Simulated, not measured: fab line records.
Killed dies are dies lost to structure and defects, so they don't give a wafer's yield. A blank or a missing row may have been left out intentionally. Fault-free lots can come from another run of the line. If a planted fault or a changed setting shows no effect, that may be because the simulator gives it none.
Chamber matching | flow sky130 | 4 sister chambers for SKY_VIA2_ETCH_14 on rie diel-04
The step etches BARC in N2/H2, stops on SiO2, time 45.9 s, target depth 60 nm. 4 wafers are shown with their chamber, then 12 later ones without.

## WAFERS PAIRED WITH THEIR CHAMBERS
wafer  | chamber | drypump motor current A (A)
L087.1 | 1       | 6.2
L087.5 | 3       | 5.4
L088.3 | 0       | 4.9
L088.6 | 2       | 5.5

## WAFERS WHOSE CHAMBER IS MISSING
wafer  | drypump motor current A (A)
L092.2 | 5.5
L092.4 | 6.3
L092.5 | 6.2
L093.1 | 5.5
L093.4 | 6.2
L093.5 | 6.3
L094.1 | 4.9
L094.4 | 5.5
L094.5 | 5.5
L095.1 | 5.4
L095.2 | 5.5
L095.4 | 4.9

## WHICH CHAMBER EACH ONE RAN IN
wafer  | from the rows above | in truth
L092.2 | 2                   | 2
L092.4 | 1                   | 1
L092.5 | 1                   | 1
L093.1 | 2                   | 2
L093.4 | 1                   | 1
L093.5 | 1                   | 1
L094.1 | 0                   | 0
L094.4 | 2                   | 2
L094.5 | 2                   | 2
L095.1 | 3                   | 3
L095.2 | 2                   | 2
L095.4 | 0                   | 0
Correctly placed: 12 of 12. Can't be placed from these rows: 0. Number placed wrongly: 0.
How it was worked out, from the rows above alone: a wafer's distance from a chamber is the root of the sum, over the readings, of the square of ((its reading less the chamber's mean) divided by the reading's scatter). The wafer belongs to the nearest chamber; if the next one is less than 2 further off, it can't be placed. For every chamber, the mean is computed from those of its wafers that are shown. The scatter: root of mean squared gap, hidden wafer to nearest shown wafer, with one shown wafer a chamber.
